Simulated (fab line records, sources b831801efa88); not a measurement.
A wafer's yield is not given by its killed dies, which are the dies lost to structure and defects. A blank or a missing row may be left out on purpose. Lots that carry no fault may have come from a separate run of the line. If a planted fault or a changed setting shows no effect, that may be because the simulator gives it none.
Which of the tools did it? ; flow sky130 ; 6 lots, 17 wafers sampled, at 3 steps of a route of 708

WHAT THE GAUGES SHOWED, per wafer
SKY_VIA4_OVL_MEAS_11.
lot;measured;on;VIA4_OVL (nm)
L984;day 43 16:01;overlay-02;-0.3 2.0 -1.5
L987;day 44 06:49;overlay-01;-2.0 0.0 0.9
L989;day 44 21:41;overlay-01;-0.2 -0.1 -0.8
L992;day 45 16:22;overlay-01;1.4 3.7
L102;day 48 10:14;overlay-02;-0.9 -4.1 -1.9
L105;day 48 18:58;overlay-01;2.8 2.6 4.7

TOOL THAT RAN EACH LOT (tool first, then ch and the chambers of the sampled wafers, then the start)
lot;SKY_METAL4_SPUTTER_02;SKY_METAL4_METAL_ETCH_18
L984;pvd-sputter-04, day 40 14:37;rie-metal-01 ch 0,1, day 42 15:31
L987;pvd-sputter-03, day 41 06:13;rie-metal-03 ch 0,1, day 43 06:22
L989;pvd-sputter-02, day 41 22:34;rie-metal-01 ch 0,1, day 43 22:22
L992;pvd-sputter-02, day 42 20:13;rie-metal-01 ch 0,1, day 44 18:04
L102;pvd-sputter-04, day 45 21:01;rie-metal-01 ch 0,1, day 47 14:02
L105;pvd-sputter-02, day 46 06:42;rie-metal-02 ch 0,1, day 47 23:26
- SKY_METAL4_SPUTTER_02: material AlCu, target thk 735 nm, time 39.1 s.
- SKY_METAL4_METAL_ETCH_18: etches the open film in Cl2/BCl3, stops on SiO2, target depth 845 nm, time 183.1 s.

THE ANSWER, worked out from the rows above alone
Rule: what is usual is taken from the lots themselves. Put in order of their means at a reading, lots are off if they are a third of the lots or fewer, leave a main group of 4 or more, and stand apart from it by a gap of 3 or more times the standard deviation of the main group's means; of several such gaps the widest counts. A main group is skipped when, at the precision printed for the reading in the tables above, its means are all equal. A lot without any number at a reading at which 4 lots or more have one is off too. Where the step has rows for the other lots, those lots are counted as sound.
No lot is off on any of the readings shown, so nothing can be concluded from this.

WHAT THE SIMULATOR HAD PUT IN
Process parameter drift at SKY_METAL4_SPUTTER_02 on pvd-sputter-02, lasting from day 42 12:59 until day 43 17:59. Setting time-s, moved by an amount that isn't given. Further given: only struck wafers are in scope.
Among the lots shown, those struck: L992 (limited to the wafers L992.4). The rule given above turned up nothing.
